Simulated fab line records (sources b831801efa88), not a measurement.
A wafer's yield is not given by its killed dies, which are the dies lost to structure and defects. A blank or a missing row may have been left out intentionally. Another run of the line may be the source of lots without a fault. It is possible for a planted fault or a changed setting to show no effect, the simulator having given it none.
Matching of chambers -- flow sky130 -- rieDiel-01 running SKY_FIELD_ISO_ETCH_14: 4 sister chambers
The step etches BARC in N2/H2, stops on SiO2, time 45.9 s, target depth 60 nm. 14 wafers are shown with their chamber, then 7 later ones without.

WAFERS WITH THEIR CHAMBER
wafer,chamber,drypumpMotorCurrentA (A),n2FlowSccm (sccm),oesProductAu (a.u.)
L499.2,1,5.4,100.13,0.847
L499.4,3,6.1,100.02,0.844
L499.5,1,5.4,99.83,0.851
L500.1,3,6.1,100.09,0.848
L500.2,1,5.4,100.26,0.845
L500.4,0,5.7,99.72,0.857
L509.1,2,5.9,99.73,0.854
L509.3,3,6.1,100.03,0.851
L509.4,1,5.4,100.06,0.851
L511.2,3,6.0,100.08,0.844
L511.3,1,5.4,99.94,0.842
L511.4,2,5.9,99.81,0.855
L514.3,2,5.9,99.94,0.863
L514.4,3,6.1,100.19,0.852

SIGNATURES, as means of the wafers listed above
reading,chamber 0,chamber 1,chamber 2,chamber 3,scatter within a chamber
drypumpMotorCurrentA,5.700,5.400,5.900,6.080,0.0283
n2FlowSccm,99.7200,100.0440,99.8267,100.0820,0.123
oesProductAu,0.85700,0.84720,0.85733,0.84780,0.00408
Rule: distance of a wafer from a chamber = root of the sum over the readings of ((wafer's reading minus chamber's mean) / reading's scatter) squared. If the next closest chamber is less than 2 further off than the closest, the wafer can't be placed; otherwise it belongs to the closest. The scatter: take each reading less its chamber's mean, square it, sum over the shown wafers, divide by the number of wafers less the number of chambers, and take the root.

WAFERS WHOSE CHAMBER IS MISSING
wafer,drypumpMotorCurrentA (A),n2FlowSccm (sccm),oesProductAu (a.u.)
L514.6,5.9,99.68,0.854
L517.2,5.7,99.49,0.842
L517.3,5.5,100.34,0.848
L517.6,5.9,100.21,0.857
L519.1,5.7,99.98,0.849
L519.3,5.4,100.44,0.854
L519.4,5.9,99.70,0.847

CHAMBER TAKEN BY EACH
wafer,from the rows above,in truth
L514.6,2,2
L517.2,0,0
L517.3,1,1
L517.6,2,2
L519.1,0,0
L519.3,1,1
L519.4,2,2
Placed correctly: 7 of 7. From these rows, 0 cannot be placed. Number placed wrongly: 0.
